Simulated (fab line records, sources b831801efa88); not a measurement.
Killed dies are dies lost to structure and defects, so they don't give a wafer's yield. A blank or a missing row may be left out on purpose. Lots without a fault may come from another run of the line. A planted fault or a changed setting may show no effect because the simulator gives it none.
One fault seen from 2 desks | flow gf180mcu | each desk has only its own numbers; what lay behind them comes last

THE METROLOGY DESK
What the gauges read, lot by lot, whatever tool the lot ran on: means of the sampled wafers that have a number. A lot is out of limits, marked OUT, if its mean lies more than 4 standard deviations from the usual mean; the brackets give that distance.
Columns: A = cd_nm at GF_V1_CD_MEAS_14, usual 260.5 nm
lot  | first seen here | A
L479 | day 18 13:39    | 262.1
L480 | day 18 21:01    | 261.5
L486 | day 21 05:03    | 263.0
L487 | day 21 13:31    | 264.7
L488 | day 21 22:33    | 261.5
L493 | day 23 19:02    | 258.4
L494 | day 24 00:31    | 260.6
L497 | day 25 01:58    | 258.2
L498 | day 25 08:41    | 259.1
L499 | day 25 13:44    | 260.8
L500 | day 25 18:46    | 259.7
L501 | day 26 06:22    | 259.7
This desk's finding: nothing out of limits on any of the 12 lots.

THE TOOL OWNER'S DESK: krf_scanner-01
The tool's own readings at GF_V1_EXPOSE_11 (exposes mask Via1, target cd 260 nm): means of the sampled wafers that have a number, for each lot that ran on this tool. A lot is out of limits, marked OUT, if its mean lies more than 4 standard deviations from the usual mean; the brackets give that distance.
Columns: A = stage_vel_mm_s at GF_V1_EXPOSE_11, usual 500.02 mm/s
lot  | first seen here | A
L486 | day 20 17:21    | 500.05
L487 | day 21 01:34    | 499.86
L488 | day 21 11:48    | 499.92
L498 | day 24 21:50    | 499.93
L500 | day 25 08:59    | 500.16
This desk's finding: nothing out of limits on any of the 5 lots.

PUT TOGETHER
The metrology desk saw nothing out of limits.
The tool owner's desk saw nothing out of limits.

WHAT THE SIMULATOR HAD PUT IN
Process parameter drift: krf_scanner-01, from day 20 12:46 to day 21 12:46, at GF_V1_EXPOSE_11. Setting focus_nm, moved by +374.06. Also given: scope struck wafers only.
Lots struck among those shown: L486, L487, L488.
